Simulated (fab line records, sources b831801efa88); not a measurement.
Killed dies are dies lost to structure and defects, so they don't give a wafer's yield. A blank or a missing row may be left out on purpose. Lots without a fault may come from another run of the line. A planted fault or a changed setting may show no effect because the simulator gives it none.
fab line records | flow sky130
record lots=5 wafers=15 last_day=50
route steps=708 shown LDD_HVP@281 LDD_LDN@289 PAD_OPEN@708
lots that met no fault: from a run of the same line without faults
start_h: hours from the record's first day to the start of the lot's first wafer shown | wait_h: hours since the lot's step before | " the same as in the row above | L1.1+2: a row that stands for several wafers | - no value, or no start given | * or withheld: withheld | < > ~ a bound
route shown NAME@n: a module of which the file shows steps, and the number in the route of the first | usual: mean/standard deviation of fault-free wafers | same: alike in all rows | chamber/n: place in a boat | sites: the reading at each site | _std_site: their standard deviation | _edge_site: outer sites' mean less inner sites' | radius_mm: how far each site lies from the wafer's centre | mask NAME#n: copy n | behind: the tool/chamber that last shaped the wafer | hold: why the lot was held/for how many hours/how that ended | device: the transistor (n, p or np) that didn't switch | end of line: the same wafers' tests at the end of the route | a step without rows: its recipe alone | killed: dies lost to structure and defects at the first sort, not the wafer's yield | map: a wafer's dies, x killed, . not, _ none there
set.NAME: the setting as run; set.NAME@STEP: as run at that earlier step | model.NAME: the simulator's own value behind a step, which no gauge read
lots at some steps of the route; a table a step, a row a wafer
services: from which hour (start_h, from the record's first day; less than 0 if before it) a tool's chamber was out of use, for how many hours, and why
## steps
# step SKY_LDD_HVP_SOFTBAKE_03
# recipe temp_c=90 time_s=60 resist=NOVOLAK
# step SKY_LDD_HVP_EXPOSE_04
# recipe mask_id=HVPTM na=0.6 source_shape=conventional sigma_outer=0.6 polarization=unpolarized target_cd_nm=700 dose_mj=86
# step SKY_LDD_HVP_PEB_05
# recipe temp_c=withheld time_s=* resist=NOVOLAK
# step SKY_LDD_HVP_DEVELOP_06
# recipe resist=NOVOLAK developer=TMAH develop_time_s=60 dev_temp_c=23
# step SKY_LDD_HVP_OVL_MEAS_07
# usual LDD_HVP_OVL=-0.1/1.2
# columns lot.wafer tool chamber start_h wait_h LDD_HVP_OVL[nm]
L864.2 overlay-01 - 543.65 0.1 -2.2
L864.5 " - " " -0.3
L864.6 " - " " -0.2
L866.1 overlay-02 - 564.14 0.1 -0.9
L866.2 " - " " -0.6
L866.5 " - " " -2.1
L874.2 overlay-01 - 638.35 0.1 0.0
L874.4 " - " " -1.3
L874.5 " - " " 1.5
L878.2 overlay-01 - 662.98 0.1 -0.9
L878.3 " - " " 0.0
L878.5 " - " " -0.8
L879.1 overlay-01 - 670.84 0.1 -0.4
L879.4 " - " " -1.8
L879.5 " - " " -1.1
# step SKY_LDD_HVP_IMPLANT_08
# recipe species=B energy_kev=20 dose_cm2=1.7e+13 tilt_deg=17.9
# step SKY_LDD_HVP_STRIP_09
# recipe chemistry=O2/N2 power_w=1400 pressure_mtorr=1500 platen_temp_c=withheld o2_flow_sccm=3000 n2_flow_sccm=300 overash_fraction=0.5
# usual drypump_motor_current_A=5.7/0.32 oes_product_au=0.409/0.0043 strip_time_to_endpoint_s=4.139/0.017
# columns lot.wafer tool chamber start_h wait_h drypump_motor_current_A oes_product_au rf_hours_counter_h strip_time_to_endpoint_s
L864.2 plasma_asher-04 0 543.98 0.2 5.5 0.410 44 4.127
L864.5 " 0 " " 5.6 0.409 - 4.136
L864.6 " 1 " " 5.5 0.408 - 4.132
L866.1 plasma_asher-03 0 564.32 0.1 5.5 0.406 69 4.144
L866.2 " 1 " " 6.4 0.401 69 4.135
L866.5 " 0 " " 5.5 0.410 - 4.172
L874.2 plasma_asher-03 1 638.53 0.1 6.3 0.410 77 4.117
L874.4 " 0 " " 5.6 0.414 - 4.132
L874.5 " 0 " " 5.5 0.404 - 4.122
L878.2 plasma_asher-03 0 663.16 0.1 5.5 0.410 79 4.132
L878.3 " 0 " " 5.5 0.404 - 4.117
L878.5 " 0 " " 5.5 0.403 - 4.130
L879.1 plasma_asher-01 0 671.03 0.1 5.9 0.409 96 4.152
L879.4 " 1 " " 5.4 0.402 - 4.124
L879.5 " 0 " " 5.9 0.419 - 4.128
# step SKY_LDD_HVP_TW_MEAS_10
# usual LDD_HVP_TW=455.5/2.7
# columns lot.wafer tool chamber start_h wait_h LDD_HVP_TW
L864.2 film_metro-03 - 544.09 0.1 461.9
L864.5 " - " " 456.9
L864.6 " - " " 462.6
L866.1 film_metro-03 - 564.42 0.1 456.1
L866.2 " - " " 455.3
L866.5 " - " " 456.7
L874.2 film_metro-04 - 638.64 0.1 451.9
L874.4 " - " " 453.9
L874.5 " - " " 451.7
L878.2 film_metro-02 - 663.27 0.1 451.2
L878.3 " - " " 451.7
L878.5 " - " " 452.0
L879.1 film_metro-02 - 671.13 0.1 451.0
L879.4 " - " " 450.3
L879.5 " - " " 450.5
# step SKY_LDD_LDN_DEHYDRATE_00
# recipe temp_c=200 time_s=60
# step SKY_LDD_LDN_HMDS_01
# recipe prime_time_s=60 prime_temp_c=120
# step SKY_LDD_LDN_COAT_02
# recipe resist=NOVOLAK spin_rpm=3000 resist_thk_nm=1140
# step SKY_LDD_LDN_SOFTBAKE_03
# recipe temp_c=90 time_s=60 resist=NOVOLAK
# step SKY_LDD_LDN_EXPOSE_04
# recipe mask_id=LDNTM na=0.6 source_shape=conventional sigma_outer=0.6 polarization=unpolarized target_cd_nm=700 dose_mj=140
# columns lot.wafer tool chamber start_h wait_h mask
L864.2+5+6 iline_stepper-02 0 559.02 - LDNTM#0
L866.1+2+5 iline_stepper-02 0 579.49 - LDNTM_R1#0
L874.2+4+5 iline_stepper-01 0 652.51 - LDNTM#0
L878.2+3+5 iline_stepper-02 0 676.99 - LDNTM#0
L879.1+4+5 iline_stepper-01 0 685.36 - LDNTM#0
# step SKY_LDD_LDN_PEB_05
# recipe temp_c=withheld time_s=* resist=NOVOLAK
# step SKY_PAD_OPEN_PROBE_99
# usual killed_at_M0_to_M3=44/7.8 killed_at_M4_up=3.1/1.7 killed_at_contacts=25/5.1 killed_at_front_end=15/4.4 killed_at_other=0.5/0.68 killed_dies=88/9.9 killed_on_rim=17/3.9 killed_open=48/6.9 killed_short=39/6.5
# same gross_dies=492 killed_at_back_side=0
# columns lot.wafer tool chamber start_h wait_h killed_at_M0_to_M3 killed_at_M4_up killed_at_contacts killed_at_front_end killed_at_other killed_dies killed_on_rim killed_open killed_short
L866.1 prober-02 - 1119.94 0.1 48 4 21 105 0 178 59 47 37
L866.2 prober-02 - 1119.99 0.1 49 4 21 103 0 177 68 52 38
L866.5 prober-02 - 1120.14 0.2 29 3 32 98 0 162 56 48 33
# killed by level:class
L866.1 LDD_LDN:area_expose=94 CONTACT:geometric_particle:open=11 VIA1:geometric_particle:open=7 VIA2:geometric_particle:open=7 LI_CONTACT:geometric_particle:open=5 METAL1:geometric_particle:short=5 METAL2:geometric_particle:open=5 METAL2:geometric_particle:short=5
L866.2 LDD_LDN:area_expose=85 VIA1:geometric_particle:open=11 CONTACT:geometric_particle:open=10 VIA3:geometric_particle:open=7 FIELD_ISO:geometric_particle:short=5 LI_CONTACT:geometric_particle:open=5 METAL1:geometric_particle:short=5 VIA2:geometric_particle:open=5
L866.5 LDD_LDN:area_expose=81 CONTACT:geometric_particle:open=12 LI_CONTACT:geometric_particle:open=9 VIA1:geometric_particle:open=9 VIA3:geometric_particle:open=6 FIELD_ISO:geometric_particle:short=5 LOCAL_INTERCONNECT:geometric_particle:short=5 CONTACT:geometric_particle:short=5
# map L866.1 (x killed, . not)
__________x..x..x.xx_________
________x.x..x..xxxxx._______
______..x....xx.x....x.._____
_____..........x.xxxxx..x____
____.x......x......x.x.xxx___
___..xx....xx....xx...x.xxx__
__xx.x...x....x.....x.x.xxxx_
_..xx........x.......x.xx.xxx
_.......x.x.x....x.....x..xxx
_.xx.x.x...x..........xx.xxxx
_xx.............x.....x.x..xx
_...x...x.xx...............xx
_...x.......x............xxx.
_xxxx.x....x........xx.....xx
_xx..x...x......x....xx.xxxxx
__.....x.x.....xxx.....xx.xx_
___.x......x..........x..xx__
____...xx......x.....xxxxx___
_____.x.x....x.xx....x.x.____
______x....xx.xxx..xxxx._____
________x.xxx.xx.x.xx._______
__________.xxxxxxxxx_________
# map L864.5 (x killed, . not)
__________...x......_________
________x............._______
______..x..x.x....x...x._____
_____........xxx.x.x.....____
____.xx..x.xx...x.....xx.x___
___....x......x...x........__
__..x............xx.......x._
_....x.....x....xx...........
_.....x...x..x.....xx........
_.........x...xxx...........x
_..x....x..........x.......x.
_.........x.........x.....x.x
_.................x..x...x.x.
_........x......x.x....x.x.xx
_.............x..............
__.....x.x..x..x.x.....xx..._
___....x.......xx..xx...x..__
____...........xx.xx.xxx..___
_____x..x...x..x........x____
______x....x.xx........._____
________...xx........._______
__________...x......_________
## services
# columns tool chamber start_h hours kind
plasma_asher-01 - 529.69 15.6 pm
iline_stepper-02 - 534.02 1.7 pm
plasma_asher-01 - 545.44 0.4 repair
iline_stepper-02 0 546.97 - calibration
plasma_asher-04 - 555.18 3.9 repair
plasma_asher-04 - 556.25 0.7 repair
iline_stepper-01 - 556.60 3.8 repair
plasma_asher-03 - 565.38 2.7 repair
iline_stepper-01 0 575.34 - calibration
plasma_asher-01 - 615.63 0.5 repair
plasma_asher-04 - 664.30 10.0 repair
iline_stepper-01 - 667.41 8.9 pm
## key
first_sign step=SKY_LDD_LDN_EXPOSE_04 reading=mask direction=changed
effect step=SKY_PAD_OPEN_PROBE_99 reading=killed_at_front_end direction=up sigmas=20 usual=15 struck=102
more_kills_born_at SKY_LDD_LDN_EXPOSE_04@iline_stepper-02=260
met_at SKY_LDD_LDN_EXPOSE_04
struck_wafers L866.1,L866.2,L866.5
tester_left_out L866
onset_between 559.02 579.49
fault kind=wrong_mask tool=any chamber=- onset_h=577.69 steps=SKY_LDD_LDN_EXPOSE_04 aux_copy=LDNTM_R1#0 cd_offset_nm=105 scope=struck_lots_only
# tester_left_out: of these lots the tester's yield and bins aren't shown, on N5 and GAA mostly nor the transistor test; their killed dies are dies lost to structure and defects alone, not to doping, threshold or leakage, so they don't give the yield
